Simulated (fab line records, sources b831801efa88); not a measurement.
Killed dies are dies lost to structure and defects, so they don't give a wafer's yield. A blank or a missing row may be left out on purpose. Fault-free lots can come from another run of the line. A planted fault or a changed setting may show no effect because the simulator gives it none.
fab line records	flow gf180mcu
[record] lots = 12	wafers = 36	last_day = 34
route steps=602 shown LVPWELL@56 CONTACT@303 M1@331 V2@383
lots with no fault: from the same line, run without faults
start_h: start of the lot's first displayed wafer, in hours after the record's first day	wait_h: hours since the lot's step before	" same as the row above	L1.1+2: a row that stands for several wafers	- no value, or no start was given	* or withheld: withheld	< > ~ a bound
route shown NAME@n: names a module that has steps shown in the file, with the first one's number in the route	usual: the fault-free wafers' mean and standard deviation	same: alike in all rows	chamber/n: place in a boat	sites: readings site by site	_std_site: their standard deviation	_edge_site: outer sites' mean less inner sites'	radius_mm: how far each site lies from the wafer's centre	mask NAME#n: copy n	behind: the last tool/chamber to shape the wafer	hold: the reason the lot was held/the length of the hold in hours/how it ended	device: transistor that didn't switch, given as n, p or np	end of line: the same wafers' tests at the end of the route	a step given without rows: its recipe and nothing more	killed: count of dies lost to structure and defects at first sort (not the wafer's yield)	map: per-die view of a wafer (x killed, . not killed, _ where there is no die)
set.NAME: the setting that was run; set.NAME@STEP: the one run at that earlier step	model.NAME: the simulator's own value behind a step, which no gauge read
one table for each step of the route and one row for each wafer, over a sample of lots
services: when a tool's chamber went out of use (start_h, in hours from the record's first day, below 0 if earlier), for how many hours, and the reason
[[steps]]
[step GF_LVPWELL_COAT_02]
[recipe] spin_rpm = 2000	resist_thk_nm = 3000
[usual] spin_speed_rpm = 1999.9/1.3
lot.wafer	tool	chamber	start_h	wait_h	spin_speed_rpm
L801.3	litho_track-02	0	61.86	0.1	1998.7
L801.5	"	0	"	"	1998.3
L801.6	"	0	"	"	2000.3
L802.3	litho_track-04	0	67.61	0.1	2000.8
L802.5	"	0	"	"	2001.6
L802.6	"	0	"	"	2001.3
L803.2	litho_track-03	0	73.57	0.1	1998.7
L803.4	"	0	"	"	1998.7
L803.6	"	0	"	"	1999.1
L804.1	litho_track-03	0	78.55	0.1	2000.5
L804.4	"	0	"	"	1998.6
L804.6	"	0	"	"	1999.3
L805.2	litho_track-02	0	83.09	0.1	2000.0
L805.4	"	0	"	"	1999.2
L805.6	"	0	"	"	1999.3
L809.1	litho_track-04	0	105.65	0.1	2000.9
L809.2	"	0	"	"	2000.3
L809.3	"	0	"	"	2000.5
L810.2	litho_track-02	0	112.04	0.1	2000.3
L810.5	"	0	"	"	2002.3
L810.6	"	0	"	"	2001.2
L812.1	litho_track-04	0	123.30	0.1	2000.9
L812.3	"	0	"	"	1999.2
L812.4	"	0	"	"	2000.1
L814.2	litho_track-03	0	134.72	0.1	1996.0
L814.3	"	0	"	"	1995.5
L814.4	"	0	"	"	1998.7
L818.1	litho_track-02	0	157.51	0.1	1943.7
L818.3	"	0	"	"	1945.5
L818.5	"	0	"	"	1945.9
L819.1	litho_track-03	0	161.29	0.1	2000.9
L819.4	"	0	"	"	2000.5
L819.6	"	0	"	"	1999.0
L822.2	litho_track-02	0	177.89	0.1	1944.7
L822.4	"	0	"	"	1945.6
L822.6	"	0	"	"	1944.4
[step GF_LVPWELL_STRIP_10]
[recipe] chemistry = O2/N2	power_w = 1400	pressure_mtorr = 1500	platen_temp_c = 250	o2_flow_sccm = 3000	n2_flow_sccm = 300	overash_fraction = 0.5
[usual] chamber_pressure_mTorr = 1500.2/1.5	drypump_motor_current_A = 5.9/0.45	heater_power_w = 324/34	oes_product_au = 0.723/0.0046	strip_time_to_endpoint_s = 36.97/0.12
lot.wafer	tool	chamber	start_h	wait_h	chamber_pressure_mTorr	drypump_motor_current_A	heater_power_w	oes_product_au	rf_hours_counter_h	strip_time_to_endpoint_s
L801.3	plasma_asher-03	1	69.06	0.1	1500.1	5.4	303	0.727	-	36.92
L801.5	"	0	"	"	1503.0	6.2	283	0.722	-	36.91
L801.6	"	1	"	"	1502.2	5.5	307	0.728	-	36.89
L802.3	plasma_asher-01	1	74.72	0.1	1501.7	6.6	311	0.720	-	36.99
L802.5	"	1	"	"	1501.8	6.6	308	0.733	-	36.94
L802.6	"	0	"	"	1498.9	5.5	364	0.724	-	36.92
L803.2	plasma_asher-01	0	80.78	0.1	1499.9	5.4	365	0.723	41	36.87
L803.4	"	0	"	"	1500.1	5.4	374	0.721	-	36.87
L803.6	"	1	"	"	1501.5	6.6	316	0.729	-	36.86
L804.1	plasma_asher-04	1	85.58	0.1	1502.1	5.7	350	0.717	43	36.98
L804.4	"	1	"	"	1500.3	5.7	346	0.718	-	36.95
L804.6	"	0	"	"	1501.2	6.0	388	0.726	-	37.02
L805.2	plasma_asher-01	0	90.54	0.1	1503.2	5.5	363	0.722	42	36.91
L805.4	"	1	"	"	1500.0	6.6	310	0.725	-	37.09
L805.6	"	1	"	"	1499.5	6.6	308	0.725	-	37.01
L809.1	plasma_asher-01	0	113.59	0.1	1500.0	5.4	371	0.724	45	36.99
L809.2	"	1	"	"	1498.0	6.6	309	0.717	45	37.09
L809.3	"	1	"	"	1501.0	6.6	306	0.716	-	36.91
L810.2	plasma_asher-03	1	119.54	0.1	1501.3	5.5	309	0.726	35	36.96
L810.5	"	0	"	"	1499.5	6.2	282	0.722	-	36.96
L810.6	"	1	"	"	1502.2	5.5	309	0.730	-	36.76
L812.1	plasma_asher-03	1	131.49	0.1	1502.1	5.4	303	0.717	37	37.06
L812.3	"	1	"	"	1502.5	5.5	304	0.733	-	37.08
L812.4	"	0	"	"	1502.5	6.2	279	0.717	-	37.14
L814.2	plasma_asher-04	1	142.90	0.1	1499.4	5.7	323	0.716	2	36.88
L814.3	"	1	"	"	1499.0	5.7	326	0.714	-	36.82
L814.4	"	0	"	"	1501.2	6.0	377	0.723	-	36.83
L818.1	plasma_asher-03	0	165.58	0.1	1500.4	6.2	281	0.723	40	37.49
L818.3	"	1	"	"	1500.7	5.4	302	0.725	-	37.43
L818.5	"	1	"	"	1499.1	5.4	312	0.731	-	37.52
L819.1	plasma_asher-03	0	169.65	0.1	1500.1	6.2	272	0.725	41	36.85
L819.4	"	0	"	"	1500.7	6.2	282	0.726	-	36.92
L819.6	"	0	"	"	1498.5	6.2	274	0.718	-	36.82
L822.2	plasma_asher-03	1	186.70	0.1	1501.0	5.4	302	0.725	42	37.30
L822.4	"	1	"	"	1501.4	5.5	307	0.726	-	37.41
L822.6	"	0	"	"	1501.5	6.3	278	0.726	-	37.25
[step GF_CONTACT_ETCH_16]
[recipe] chemistry = N2/H2	target_depth_a = withheld	overetch_a = withheld	time_s = withheld	target = BARC	ion_energy_ev = 200	source_w = 500	bias_w = 100	pressure_mtorr = 30	n2_flow_sccm = 100	h2_flow_sccm = 200
[usual] chamber_pressure_mTorr = 29.997/0.028	drypump_motor_current_A = 5.6/0.51	oes_product_au = 0.854/0.0046	throttle_valve_pct = 13.225/0.0082
lot.wafer	tool	chamber	start_h	wait_h	chamber_pressure_mTorr	drypump_motor_current_A	oes_product_au	throttle_valve_pct
L801.3	rie_diel-03	2	357.06	0.0	30.012	5.0	0.856	13.219
L801.5	"	2	"	"	30.001	5.0	0.851	13.228
L801.6	"	1	"	"	29.994	5.0	0.856	13.230
L802.3	rie_diel-04	1	369.30	0.0	30.026	5.4	0.855	13.205
L802.5	"	3	"	"	30.037	6.4	0.860	13.227
L802.6	"	0	"	"	30.001	6.2	0.850	13.230
L803.2	rie_diel-04	3	382.16	0.0	29.999	6.4	0.863	13.230
L803.4	"	0	"	"	30.023	6.2	0.853	13.222
L803.6	"	3	"	"	29.944	6.4	0.847	13.226
L804.1	rie_diel-04	2	383.46	0.0	30.033	6.5	0.857	13.249
L804.4	"	3	"	"	29.991	6.4	0.863	13.215
L804.6	"	2	"	"	29.965	6.5	0.855	13.222
L805.2	rie_diel-04	1	398.30	0.0	29.984	5.4	0.852	13.223
L805.4	"	2	"	"	30.001	6.5	0.855	13.218
L805.6	"	1	"	"	29.991	5.4	0.854	13.226
L809.1	rie_diel-02	1	430.75	0.0	29.979	6.0	0.854	13.242
L809.2	"	0	"	"	30.019	6.0	0.850	13.230
L809.3	"	2	"	"	29.987	5.1	0.849	13.213
L810.2	rie_diel-03	1	443.20	0.0	29.979	5.0	0.854	13.221
L810.5	"	3	"	"	30.002	5.0	0.851	13.220
L810.6	"	0	"	"	29.989	5.7	0.851	13.216
L812.1	rie_diel-02	3	459.19	0.0	29.998	5.3	0.853	13.224
L812.3	"	1	"	"	30.045	6.0	0.857	13.217
L812.4	"	0	"	"	29.946	6.0	0.858	13.220
L814.2	rie_diel-02	1	477.54	0.0	30.039	6.0	0.850	13.227
L814.3	"	2	"	"	30.061	5.1	0.842	13.217
L814.4	"	0	"	"	29.994	6.0	0.857	13.228
L818.1	rie_diel-03	3	514.79	0.0	30.043	5.1	0.850	13.218
L818.3	"	0	"	"	30.036	5.6	0.864	13.208
L818.5	"	0	"	"	29.971	5.6	0.861	13.217
L819.1	rie_diel-03	3	517.30	0.0	30.023	5.0	0.857	13.228
L819.4	"	1	"	"	30.034	5.0	0.859	13.232
L819.6	"	0	"	"	30.017	5.6	0.852	13.231
L822.2	rie_diel-02	2	543.39	0.0	29.979	5.1	0.858	13.224
L822.4	"	0	"	"	30.004	6.0	0.856	13.230
L822.6	"	3	"	"	30.011	5.3	0.847	13.210
[step GF_M1_METAL_ETCH_16]
[recipe] chemistry = Cl2/BCl3	mask_material = KrF	target_depth_nm = 627.5	stop_on = SiO2	pressure_mtorr = 8	icp_w = 800	bias_w = 140	Cl2_flow_sccm = 80	bcl3_flow_sccm = 40	time_s = 104.6
[usual] chamber_pressure_mTorr = 8.000/0.0071	drypump_motor_current_A = 5.6/0.42	oes_product_au = 0.972/0.006	throttle_valve_pct = 28.250/0.011
[same] time_s = 104.6
lot.wafer	tool	chamber	start_h	wait_h	chamber_pressure_mTorr	drypump_motor_current_A	oes_product_au	rf_hours_counter_h	throttle_valve_pct
L801.3	rie_metal-01	0	380.64	0.1	8.006	5.5	0.965	-	28.264
L801.5	"	1	"	"	8.001	6.0	0.970	-	28.261
L801.6	"	0	"	"	7.999	5.5	0.975	-	28.251
L802.3	rie_metal-01	1	393.58	0.1	8.001	6.0	0.972	-	28.245
L802.5	"	1	"	"	8.000	6.0	0.971	-	28.251
L802.6	"	1	"	"	7.993	6.0	0.968	-	28.245
L803.2	rie_metal-02	0	406.40	0.0	8.005	5.2	0.975	8	28.255
L803.4	"	0	"	"	8.003	5.2	0.982	-	28.256
L803.6	"	0	"	"	8.005	5.2	0.966	-	28.242
L804.1	rie_metal-01	1	408.42	0.0	8.004	6.0	0.964	8	28.249
L804.4	"	1	"	"	8.011	6.0	0.967	-	28.245
L804.6	"	1	"	"	7.989	6.0	0.968	-	28.253
L805.2	rie_metal-01	1	423.21	0.0	8.005	6.0	0.970	9	28.260
L805.4	"	0	"	"	8.004	5.5	0.980	-	28.236
L805.6	"	1	"	"	7.985	6.0	0.967	-	28.250
L809.1	rie_metal-04	0	456.06	0.0	8.001	4.9	0.968	1	28.260
L809.2	"	1	"	"	7.993	5.8	0.970	0	28.242
L809.3	"	1	"	"	7.995	5.9	0.964	-	28.266
L810.2	rie_metal-04	0	467.95	0.0	7.998	4.9	0.978	2	28.254
L810.5	"	1	"	"	7.999	5.8	0.974	-	28.244
L810.6	"	0	"	"	8.011	4.9	0.963	-	28.243
L812.1	rie_metal-01	1	484.71	0.0	8.008	6.0	0.973	1	28.242
L812.3	"	0	"	"	7.994	5.5	0.974	-	28.244
L812.4	"	1	"	"	8.002	6.0	0.973	-	28.248
L814.2	rie_metal-02	0	502.83	0.0	7.985	5.2	0.981	10	28.240
L814.3	"	0	"	"	7.989	5.2	0.978	-	28.257
L814.4	"	1	"	"	7.994	6.1	0.976	-	28.252
L818.1	rie_metal-04	1	538.95	0.0	7.999	5.9	0.973	2	28.246
L818.3	"	0	"	"	7.988	4.9	0.973	-	28.237
L818.5	"	1	"	"	8.006	5.8	0.979	-	28.236
L819.1	rie_metal-01	0	541.55	0.0	7.999	5.5	0.976	3	28.244
L819.4	"	0	"	"	8.008	5.5	0.966	-	28.276
L819.6	"	1	"	"	7.992	6.0	0.970	-	28.268
L822.2	rie_metal-01	0	567.51	0.0	7.993	5.5	0.979	3	28.237
L822.4	"	1	"	"	7.996	6.0	0.968	-	28.242
L822.6	"	0	"	"	7.996	5.5	0.972	-	28.249
[step GF_V2_THK_MEAS_01]
[recipe] reads = SiO2_of_V2_CVD_00
[usual] V2_CVD_00_THK = 595/9.3
lot.wafer	tool	chamber	start_h	wait_h	V2_CVD_00_THK[nm]
L801.3	film_metro-02	-	429.95	0.1	607
L801.5	"	-	"	"	608
L801.6	"	-	"	"	598
L802.3	film_metro-03	-	444.33	0.1	612
L802.5	"	-	"	"	591
L802.6	"	-	"	"	597
L803.2	film_metro-01	-	458.92	0.0	604
L803.4	"	-	"	"	594
L803.6	"	-	"	"	603
L804.1	film_metro-02	-	460.78	0.0	603
L804.4	"	-	"	"	617
L804.6	"	-	"	"	597
L805.2	film_metro-03	-	475.62	0.0	604
L805.4	"	-	"	"	591
L805.6	"	-	"	"	589
L809.1	film_metro-01	-	507.89	0.0	578
L809.2	"	-	"	"	582
L809.3	"	-	"	"	595
L810.2	film_metro-03	-	518.84	0.0	598
L810.5	"	-	"	"	579
L810.6	"	-	"	"	590
L812.1	film_metro-01	-	537.15	0.0	579
L812.3	"	-	"	"	598
L812.4	"	-	"	"	583
L814.2	film_metro-02	-	551.76	0.1	603
L814.3	"	-	"	"	597
L814.4	"	-	"	"	603
L818.1	film_metro-01	-	585.68	0.0	599
L818.3	"	-	"	"	591
L818.5	"	-	"	"	586
L819.1	film_metro-03	-	588.79	0.0	602
L819.4	"	-	"	"	600
L819.6	"	-	"	"	610
L822.2	film_metro-03	-	613.64	0.0	595
L822.4	"	-	"	"	588
L822.6	"	-	"	"	587
[[services]]
tool	chamber	start_h	hours	kind
rie_diel-04	-	56.40	15.6	pm
rie_diel-04	-	72.00	2.8	pm
plasma_asher-01	-	80.93	3.4	repair
rie_diel-03	0	108.19	2.2	repair
rie_diel-03	1	113.32	25.2	repair
rie_diel-04	3	125.51	4.3	repair
plasma_asher-01	-	128.37	1.4	repair
rie_diel-03	-	128.42	0.5	repair
rie_diel-04	2	155.81	8.8	repair
rie_metal-01	-	180.54	67.7	repair
rie_metal-01	-	182.01	1.0	repair
rie_diel-02	0	199.84	5.2	repair
rie_metal-01	1	240.32	16.4	repair
rie_diel-02	3	240.85	13.8	repair
rie_diel-03	3	250.09	5.7	repair
rie_diel-02	0	298.48	14.7	repair
rie_metal-01	-	325.68	1.8	repair
rie_metal-01	0	387.07	21.8	repair
plasma_asher-03	-	426.30	14.6	pm
rie_metal-01	0	443.44	2.4	repair
rie_metal-01	-	472.60	0.6	repair
rie_metal-01	0	486.45	16.2	repair
rie_metal-01	-	515.03	1.2	repair
rie_metal-01	1	524.93	7.7	repair
[[key]]
[first_sign] step = GF_LVPWELL_COAT_02	reading = spin_speed_rpm	direction = down	sigmas = 41	usual = *	struck = *
[effect] step = GF_LVPWELL_STRIP_10	reading = strip_time_to_endpoint_s	direction = up	sigmas = 3.5	usual = *	struck = *
met_at GF_LVPWELL_COAT_02
struck_lots L818,L822
tester_left_out L818,L822
not_acting_at GF_CONTACT_ETCH_16,GF_M1_METAL_ETCH_16,GF_V2_THK_MEAS_01
onset_between 112.04 157.51
[fault] kind = process_parameter_drift	tool = litho_track-02	chamber = -	onset_h = 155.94	steps = GF_LVPWELL_COAT_02	channel = spin_rpm	offset = *	shape = step	end_h = 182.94	acts_in = *	stated = *
// tester_left_out: of these lots the tester's yield and bins aren't shown, on N5 and GAA mostly nor the transistor test; their killed dies are dies lost to structure and defects alone, not to doping, threshold or leakage, so they don't give the yield
